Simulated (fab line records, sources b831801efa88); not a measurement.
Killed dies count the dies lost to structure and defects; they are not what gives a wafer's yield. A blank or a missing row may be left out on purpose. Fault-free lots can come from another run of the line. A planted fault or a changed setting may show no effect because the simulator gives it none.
The same fault as seen by 2 desks    flow gf180mcu    each desk holds nothing but its own numbers, with what lay behind them at the end

== FROM THE METROLOGY DESK ==
What the gauges read for every lot (on any tool): the sampled wafers with a number, averaged. If a lot's mean is further than 4 standard deviations from the usual mean, the lot is out of limits and carries the mark OUT (the distance appears in the brackets).
Columns: A = DUAL_GATE_OXIDATION_00_THK at GF_DUAL_GATE_THK_MEAS_03, usual 10.89 nm; B = DUAL_GATE_OVL at GF_DUAL_GATE_OVL_MEAS_11, usual 0.1 nm
lot   first seen here  A      B
L619  day 10 05:46     10.69  -0.8
L620  day 10 13:06     10.82  -1.5
L623  day 11 12:32     10.80  -0.4
L626  day 12 07:01     10.65  -1.0
L630  day 13 14:16     10.94  0.3
L635  day 14 18:38     10.96  0.4
This desk's finding: nothing out of limits on any of the 6 lots.

== FOR THE TOOL OWNER'S DESK: furnace-01 ==
The tool's own readings at GF_DUAL_GATE_OXIDATION_15 (stabilise 600 s, purge 300 s, target thk 7.098 nm): means of the sampled wafers that have a number, for each lot that ran on this tool. If a lot's mean is further than 4 standard deviations from the usual mean, the lot is out of limits and carries the mark OUT (the distance appears in the brackets).
Columns: A = oxTempC at GF_DUAL_GATE_OXIDATION_15, usual 850.0 C; B = tubeCenterTempC at GF_DUAL_GATE_OXIDATION_15, usual 849.99 C; C = zonePowerUpperPct at GF_DUAL_GATE_OXIDATION_15, usual 15.23 %
lot   first seen here  A      B       C
L619  day 11 02:43     849.8  850.05  15.36
L620  day 11 09:32     849.9  849.96  15.33
L635  day 15 17:37     849.8  850.02  15.43
This desk's finding: nothing out of limits on any of the 3 lots.

== ALL TOGETHER ==
The metrology desk saw nothing out of limits.
Nothing out of limits was seen by the tool owner's desk.

== WHAT WAS PUT IN BY THE SIMULATOR ==
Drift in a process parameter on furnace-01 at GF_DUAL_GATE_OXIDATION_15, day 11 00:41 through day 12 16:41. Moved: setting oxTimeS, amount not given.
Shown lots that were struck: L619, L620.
